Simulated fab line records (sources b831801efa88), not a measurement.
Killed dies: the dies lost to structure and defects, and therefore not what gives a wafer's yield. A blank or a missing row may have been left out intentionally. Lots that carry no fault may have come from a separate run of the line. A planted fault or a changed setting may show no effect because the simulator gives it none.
Which tool is to blame? ; flow sky130 ; route of 708 steps, sampled at 1 step: 11 lots, 33 wafers

WHAT EACH GAUGE READ, for each wafer
SKY_VIA4_BOW_MEAS_03.
lot;measured;on;VIA4_BOW (um)
L119;day 41 18:26;filmMetro-01;87 80 83
L121;day 42 04:10;filmMetro-03;84 85 78
L122;day 42 14:23;filmMetro-04;104 96 86
L125;day 43 10:09;filmMetro-04;83 81 88
L128;day 44 17:34;filmMetro-01;82 77 85
L134;day 46 05:20;filmMetro-03;76 74 73
L136;day 46 17:27;filmMetro-03;78 86 93
L135;day 46 18:56;filmMetro-01;81 89 71
L138;day 47 02:09;filmMetro-03;82 80 73
L140;day 47 11:39;filmMetro-03;84 80 63
L141;day 47 16:57;filmMetro-01;61 66 63

TOOL THAT RAN EACH LOT (tool first, then ch and the chambers of the sampled wafers, then the start)
Before these readings, the record contains no process step.

AS READ BY THE TOOLS THEMSELVES (means over the sampled wafers that have a number; for cases with no such wafer, the mark the record gives instead)
The record holds no such reading with a usual standard deviation.

THE ANSWER, worked out from the rows above alone
Rule: what is usual is taken from the lots themselves. The widest of any qualifying gaps counts: lots, ordered by their means at a reading, are off when they make up no more than a third of the lots, leave a main group of 4 or more, and stand apart from it by 3 or more times the standard deviation of that group's means. Not used: any main group whose means are identical at the precision the tables above print for the reading. A lot without any number at a reading at which 4 lots or more have one is off too. Where the step has rows for the other lots, those lots are counted as sound. After the gauges, taken in route order, come the tools' own readings; for these a lot's mean is taken, as printed above. At the first step where some lot is off, the reading lying furthest off is the one used; lots without a number count as furthest.
No lot is off on any of the readings shown, so nothing can be concluded from this.

WHAT THE SIMULATOR HAD INSERTED
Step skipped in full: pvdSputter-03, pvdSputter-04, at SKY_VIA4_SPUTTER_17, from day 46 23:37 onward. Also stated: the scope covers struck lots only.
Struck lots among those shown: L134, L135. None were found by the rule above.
